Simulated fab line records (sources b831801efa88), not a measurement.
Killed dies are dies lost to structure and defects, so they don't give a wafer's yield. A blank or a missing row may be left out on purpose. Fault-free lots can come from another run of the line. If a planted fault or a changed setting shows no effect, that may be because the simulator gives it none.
Which tool was responsible?	flow gf180mcu	Sampling: 13 lots, 39 wafers, 3 of 602 route steps

## WHAT EACH GAUGE READ, for each wafer
GF_STI_THK_MEAS_22.
lot	measured	on	STI_OXIDATION_01_THK (nm)
L926	day 2 08:23	filmMetro-03	14.99 14.89 14.66
L930	day 3 05:50	filmMetro-03	14.51 15.00 14.63
L931	day 3 11:04	filmMetro-02	14.29 14.35 14.30
L936	day 4 11:37	filmMetro-03	15.05 14.85 14.82
L938	day 4 21:35	filmMetro-03	- - -
L939	day 5 03:37	filmMetro-03	- - -
L940	day 5 11:10	filmMetro-03	14.79 14.66 14.77
L942	day 5 19:53	filmMetro-03	14.97 14.96 14.95
L944	day 6 05:58	filmMetro-02	14.93 15.16 14.96
L945	day 6 10:52	filmMetro-02	14.98 15.04 15.24
L946	day 6 15:09	filmMetro-01	14.60 14.47 14.69
L947	day 6 20:17	filmMetro-03	14.67 14.74 14.79
L948	day 7 02:04	filmMetro-02	14.96 14.75 14.82

GF_POLY_GATE_OVL_MEAS_11.
lot	measured	on	POLY_GATE_OVL (nm)
L926	day 9 11:16	overlay-02	11 10 2
L930	day 10 13:47	overlay-01	-7 -3 -3
L931	day 11 04:48	overlay-02	-6 -7 -4
L936	day 12 12:59	overlay-01	10 6 11
L940	day 13 19:10	overlay-01	6 -2 -1
L942	day 14 05:26	overlay-02	4 6 -6
L944	day 15 01:05	overlay-02	-3 -2 4
L945	day 15 09:02	overlay-02	-1 -4 0
L946	day 15 12:23	overlay-01	0 3 -8
L947	day 15 17:20	overlay-01	-3 0 6
L948	day 16 03:57	overlay-01	7 5 6

## WHICH TOOL RAN EACH LOT (tool, then ch and the chambers of the sampled wafers, then the start)
lot	GF_STI_CVD_03
L926	lpcvd-01 ch 1, day 1 17:00
L930	lpcvd-02 ch 1, day 2 12:46
L931	lpcvd-02 ch 1, day 2 17:34
L936	lpcvd-02 ch 1, day 3 18:46
L938	lpcvd-02 ch 0, day 4 04:34
L939	lpcvd-01 ch 0, day 4 10:01
L940	lpcvd-02 ch 0, day 4 15:35
L942	lpcvd-01 ch 1, day 5 02:27
L944	lpcvd-01 ch 0, day 5 10:40
L945	lpcvd-02 ch 0, day 5 15:34
L946	lpcvd-02 ch 1, day 5 20:34
L947	lpcvd-02 ch 1, day 6 01:34
L948	lpcvd-02 ch 0, day 6 06:34
- GF_STI_CVD_03: deposits Si3N4 from DCS/NH3, target thk 207.16 nm, time 3551 s.

## AS READ BY THE TOOLS THEMSELVES (means over the sampled wafers that have a number; for cases with no such wafer, the mark the record gives instead)
GF_STI_CVD_03.
lot	tool	pressureMtorr (mTorr)	spikeTcBottomC (C)	susceptorTempC (C)	zonePowerLowerPct (%)
L926	lpcvd-01	249.9	786	769.9	14.2
L930	lpcvd-02	249.7	785	769.9	12.2
L931	lpcvd-02	250.7	784	769.8	12.3
L936	lpcvd-02	249.9	785	770.5	12.3
L938	lpcvd-02	-	-	-	-
L939	lpcvd-01	-	-	-	-
L940	lpcvd-02	249.4	784	770.1	12.9
L942	lpcvd-01	250.1	787	770.0	14.5
L944	lpcvd-01	250.1	796	769.7	12.2
L945	lpcvd-02	250.0	784	770.0	13.1
L946	lpcvd-02	249.2	784	770.2	12.2
L947	lpcvd-02	250.5	785	769.4	12.2
L948	lpcvd-02	250.4	784	769.9	13.0

## THE ANSWER, worked out from the rows above alone
Rule: what is usual is taken from the lots themselves. The widest of any qualifying gaps counts: lots, ordered by their means at a reading, are off when they make up no more than a third of the lots, leave a main group of 4 or more, and stand apart from it by 3 or more times the standard deviation of that group's means. Not used: any main group whose means are identical at the precision the tables above print for the reading. Also off: a lot with no number at a reading for which 4 or more lots have one. The other lots that the step has rows for count as sound. Order of review: gauges by route order, followed by the tools' own readings, for which a lot's mean as printed above is used. At the first step where some lot is off, the reading lying furthest off is the one used; lots without a number count as furthest.
Off: L938, L939, at GF_STI_THK_MEAS_22 (STI_OXIDATION_01_THK). Without a number there: L938, L939. The main group: mean 14.80 nm, standard deviation 0.21.
If a tool, at a process step before that reading, ran all the lots that are off and no sound lot after the first of them, it fits. The gauges at GF_STI_THK_MEAS_22 aren't tried: what is off there is off at GF_STI_CVD_03 too, on other tools, and a gauge's error can't cause that. None of those tried fits.

## WHAT THE SIMULATOR PUT IN
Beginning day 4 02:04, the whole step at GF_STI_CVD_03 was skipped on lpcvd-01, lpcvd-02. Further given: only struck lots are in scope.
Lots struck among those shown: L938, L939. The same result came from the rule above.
